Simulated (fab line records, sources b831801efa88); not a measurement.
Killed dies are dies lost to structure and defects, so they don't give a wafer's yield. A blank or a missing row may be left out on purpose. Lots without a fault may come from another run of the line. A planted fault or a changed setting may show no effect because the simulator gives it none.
Which tool did it? | flow gf180mcu | 11 lots, 32 wafers sampled, at 6 steps of a route of 602

WHAT THE GAUGES READ, wafer by wafer
GF_SALICIDE_THK_MEAS_05: measures by xrf.
lot  | measured     | on            | SALICIDE_TIN_THK (nm)
L870 | day 15 01:23 | film_metro-01 | 20.07 19.66 19.51
L871 | day 15 06:56 | film_metro-01 | 19.47 19.83 19.79
L873 | day 16 07:31 | film_metro-03 | 20.25 20.24 20.52
L874 | day 16 12:26 | film_metro-03 | 19.83 20.06 19.58
L876 | day 17 04:04 | film_metro-02 | 20.08 19.63 20.24
L878 | day 17 22:20 | film_metro-03 | 19.71 19.92 20.01
L885 | day 20 17:07 | film_metro-01 | 19.60 19.02 19.53
L886 | day 21 05:40 | film_metro-02 | 19.97 20.31
L887 | day 21 15:32 | film_metro-03 | 20.03 20.00 20.01
L888 | day 21 19:04 | film_metro-03 | 19.51 19.77 19.90
L893 | day 23 08:47 | film_metro-01 | 20.04 19.56 19.95

GF_CONTACT_RS_MEAS_25: measures by four-point-probe.
lot  | measured     | on            | CONTACT_W_RS (ohm/sq)
L870 | day 16 00:56 | film_metro-04 | 0.384 0.386 0.381
L871 | day 16 06:42 | film_metro-01 | 0.393 0.387 0.389
L873 | day 17 07:59 | film_metro-01 | 0.380 0.380 0.384
L874 | day 17 12:43 | film_metro-01 | 0.376 0.378 0.380
L876 | day 18 04:13 | film_metro-02 | 0.382 0.386 0.384
L878 | day 18 23:35 | film_metro-04 | 0.381 0.377 0.381
L885 | day 21 18:38 | film_metro-01 | 0.303 0.384 0.302 0.304 0.384 0.301
L886 | day 22 06:53 | film_metro-01 | 0.299 0.377 0.300 0.376
L887 | day 22 16:39 | film_metro-04 | 0.391 0.384 0.390
L888 | day 22 20:20 | film_metro-04 | 0.385 0.378 0.381
L893 | day 24 08:29 | film_metro-01 | 0.386 0.382 0.389

GF_CONTACT_THK_MEAS_26: measures by xrf.
lot  | measured     | on            | CONTACT_W_THK (nm)
L870 | day 16 01:03 | film_metro-04 | 304 299 306
L871 | day 16 06:49 | film_metro-01 | 298 299 300
L873 | day 17 08:06 | film_metro-01 | 308 307 304
L874 | day 17 12:50 | film_metro-01 | 310 309 307
L876 | day 18 04:20 | film_metro-02 | 301 297 300
L878 | day 18 23:42 | film_metro-04 | 303 304 299
L885 | day 21 21:42 | film_metro-01 | 384 303 384 385 301 385
L886 | day 22 09:37 | film_metro-01 | 391 309 387 309
L887 | day 22 16:45 | film_metro-04 | 295 299 295
L888 | day 22 20:27 | film_metro-04 | 298 304 302
L893 | day 24 08:36 | film_metro-01 | 300 303 301

WHICH TOOL RAN EACH LOT (tool, then ch and the chambers of the sampled wafers, then the start)
lot  | GF_SALICIDE_SPUTTER_03       | GF_CONTACT_CVD_02               | GF_CONTACT_CVD_24
L870 | pvd_sputter-01, day 15 01:14 | pecvd-04 ch 0,1,2, day 15 01:50 | cvd_w-02 ch 1, day 16 00:49
L871 | pvd_sputter-01, day 15 06:48 | pecvd-04 ch 0,1, day 15 07:25   | cvd_w-02 ch 0,1, day 16 06:36
L873 | pvd_sputter-01, day 16 07:22 | pecvd-01 ch 0,1, day 16 07:58   | cvd_w-02 ch 0,1, day 17 07:52
L874 | pvd_sputter-02, day 16 12:17 | pecvd-01 ch 1,2, day 16 12:54   | cvd_w-02 ch 0,1, day 17 12:37
L876 | pvd_sputter-04, day 17 03:56 | pecvd-04 ch 0,1,2, day 17 04:32 | cvd_w-01 ch 0,1, day 18 04:07
L878 | pvd_sputter-04, day 17 22:11 | pecvd-01 ch 1,2, day 17 22:52   | cvd_w-02 ch 0,1, day 18 23:28
L885 | pvd_sputter-02, day 20 16:56 | pecvd-04 ch 0,1,2, day 20 17:37 | cvd_w-02 ch 0,1, day 21 18:30
L886 | pvd_sputter-01, day 21 05:31 | pecvd-04 ch 0, day 21 06:07     | cvd_w-02 ch 0,1, day 22 06:41
L887 | pvd_sputter-01, day 21 15:22 | pecvd-01 ch 1,2, day 21 16:01   | cvd_w-01 ch 0,1, day 22 16:32
L888 | pvd_sputter-04, day 21 18:55 | pecvd-04 ch 1,2, day 21 19:32   | cvd_w-01 ch 0,1, day 22 20:14
L893 | pvd_sputter-01, day 23 08:38 | pecvd-03 ch 0,1,2, day 23 09:14 | cvd_w-01 ch 0,1, day 24 08:23
- GF_SALICIDE_SPUTTER_03: material TiN, target thk 20 nm, time 16.7 s.
- GF_CONTACT_CVD_02: deposits SiO2 from TEOS, target thk 860 nm, time 95.992 s.
- GF_CONTACT_CVD_24: deposits W, target thk 300 nm, time 90.339 s.

WHAT THE TOOLS THEMSELVES READ (means of the sampled wafers that have a number; where no wafer has one, the mark that the record gives instead)
GF_SALICIDE_SPUTTER_03.
lot  | tool           | throttle_valve_pct (%)
L870 | pvd_sputter-01 | 29.6
L871 | pvd_sputter-01 | 28.8
L873 | pvd_sputter-01 | 30.5
L874 | pvd_sputter-02 | 30.2
L876 | pvd_sputter-04 | 30.3
L878 | pvd_sputter-04 | 29.7
L885 | pvd_sputter-02 | 30.3
L886 | pvd_sputter-01 | 29.9
L887 | pvd_sputter-01 | 29.6
L888 | pvd_sputter-04 | 29.8
L893 | pvd_sputter-01 | 28.6

GF_CONTACT_CVD_02.
lot  | tool     | heater_power_w (W) | susceptor_temp_C (C)
L870 | pecvd-04 | 646                | 399.82
L871 | pecvd-04 | 638                | 400.16
L873 | pecvd-01 | 736                | 399.86
L874 | pecvd-01 | 754                | 400.14
L876 | pecvd-04 | 559                | 399.89
L878 | pecvd-01 | 704                | 400.01
L885 | pecvd-04 | 615                | 400.09
L886 | pecvd-04 | 666                | 400.00
L887 | pecvd-01 | 752                | 400.12
L888 | pecvd-04 | 596                | 400.10
L893 | pecvd-03 | 780                | 400.07

GF_CONTACT_CVD_24.
lot  | tool     | heater_power_w (W) | susceptor_temp_C (C)
L870 | cvd_w-02 | 1026               | 400.00
L871 | cvd_w-02 | 1011               | 399.90
L873 | cvd_w-02 | 1012               | 400.09
L874 | cvd_w-02 | 981                | 400.08
L876 | cvd_w-01 | 864                | 400.01
L878 | cvd_w-02 | 968                | 400.05
L885 | cvd_w-02 | 1035               | 408.54
L886 | cvd_w-02 | 1043               | 406.71
L887 | cvd_w-01 | 864                | 400.14
L888 | cvd_w-01 | 926                | 399.84
L893 | cvd_w-01 | 925                | 399.98

THE ANSWER, worked out from the rows above alone
Rule: what is usual is taken from the lots themselves. Put in order of their means at a reading, lots are off if they are a third of the lots or fewer, leave a main group of 4 or more, and stand apart from it by a gap of 3 or more times the standard deviation of the main group's means; of several such gaps the widest counts. A main group whose means are all the same, to the digits that the tables above print for the reading, isn't used. A lot without any number at a reading at which 4 lots or more have one is off too. The other lots that the step has rows for count as sound. The gauges are gone through in route order, then the tools' own readings, and for those a lot's mean is taken as printed above. The first step at which some lot is off is used, and at that step the reading that is off furthest; a lot without a number counts as furthest.
Off: L885, L886, at GF_CONTACT_RS_MEAS_25 (CONTACT_W_RS). The main group: mean 0.384 ohm/sq, standard deviation 0.0037.
A tool fits if, at a process step before that reading, it ran every lot that is off, and no sound lot after the first of them. The gauges at GF_CONTACT_RS_MEAS_25 aren't tried: what is off there is off at GF_CONTACT_CVD_24 too, on other tools, and a gauge's error can't cause that. One fits: cvd_w-02 at GF_CONTACT_CVD_24. Its last sound lot is L878 (day 18 23:28), its first lot that is off L885 (day 21 18:30): a fault that began between those two fits.
The tool's own readings at GF_CONTACT_CVD_24 bear it out: on the lots that are off they differ by more than 5 times the standard deviation of the sound lots' means. susceptor_temp_C reads 407.62 C there against 400.01 C on the sound lots.

WHAT THE SIMULATOR HAD PUT IN
Process parameter drift: cvd_w-02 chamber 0, from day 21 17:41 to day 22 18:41, at GF_CONTACT_CVD_24. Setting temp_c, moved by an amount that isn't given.
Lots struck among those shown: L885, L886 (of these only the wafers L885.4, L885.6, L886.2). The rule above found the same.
